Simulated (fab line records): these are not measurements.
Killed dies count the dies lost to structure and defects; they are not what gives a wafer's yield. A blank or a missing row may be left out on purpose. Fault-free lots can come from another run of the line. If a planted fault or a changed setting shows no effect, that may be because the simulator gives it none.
A single fault, viewed from 2 desks ; flow sky130 ; what lay behind the numbers comes last; until then each desk has only its own

## THE TOOL OWNER'S DESK: iline_stepper-02
The tool's own readings at SKY_SD_P_EXPOSE_04 (exposes mask PSDM, target cd 380 nm): means of the sampled wafers that have a number, for each lot that ran on this tool. The brackets show how far a lot's mean lies from the usual mean; more than 4 standard deviations puts the lot out of limits, marked OUT.
Columns: A = exposure_dose_mJ_cm2 at SKY_SD_P_EXPOSE_04, usual 137.90; B = focus_offset_nm at SKY_SD_P_EXPOSE_04, usual 0.0 nm
lot;first seen here;A;B
L500;day 25 02:59;137.91;0.1
L507;day 27 05:54;137.99;-0.7
L509;day 28 07:43;137.92;-0.8
L512;day 29 05:09;137.91;0.1
L521;day 32 03:29;137.93;0.0
L523;day 32 08:39;137.82;-0.3
L522;day 32 09:15;137.91;-0.2
Finding of this desk: none of the 7 lots has anything out of limits.

## METROLOGY DESK
Lot by lot, what the gauges showed, no matter which tool ran the lot: averages of those sampled wafers that carry a number. The brackets show how far a lot's mean lies from the usual mean; more than 4 standard deviations puts the lot out of limits, marked OUT.
Columns: A = cd_nm at SKY_SD_N_CD_MEAS_07, usual 379.7 nm
lot;first seen here;A
L500;day 28 04:43;379.8
L502;day 28 16:56;380.0
L503;day 28 21:17;379.8
L504;day 29 16:47;382.0
L505;day 30 05:20;382.2
L507;day 30 05:59;385.3
L508;day 30 16:16;376.1
L509;day 31 05:40;373.9
L512;day 32 03:26;382.6
L519;day 34 04:46;379.4
L520;day 34 09:34;376.9
L521;day 35 18:06;381.7
L523;day 35 19:41;382.3
L522;day 35 20:10;380.5
Finding of this desk: none of the 14 lots has anything out of limits.

## PUT TOGETHER
The tool owner's desk saw nothing out of limits.
From the metrology desk's view, nothing was out of limits.

## WHAT THE SIMULATOR PUT IN
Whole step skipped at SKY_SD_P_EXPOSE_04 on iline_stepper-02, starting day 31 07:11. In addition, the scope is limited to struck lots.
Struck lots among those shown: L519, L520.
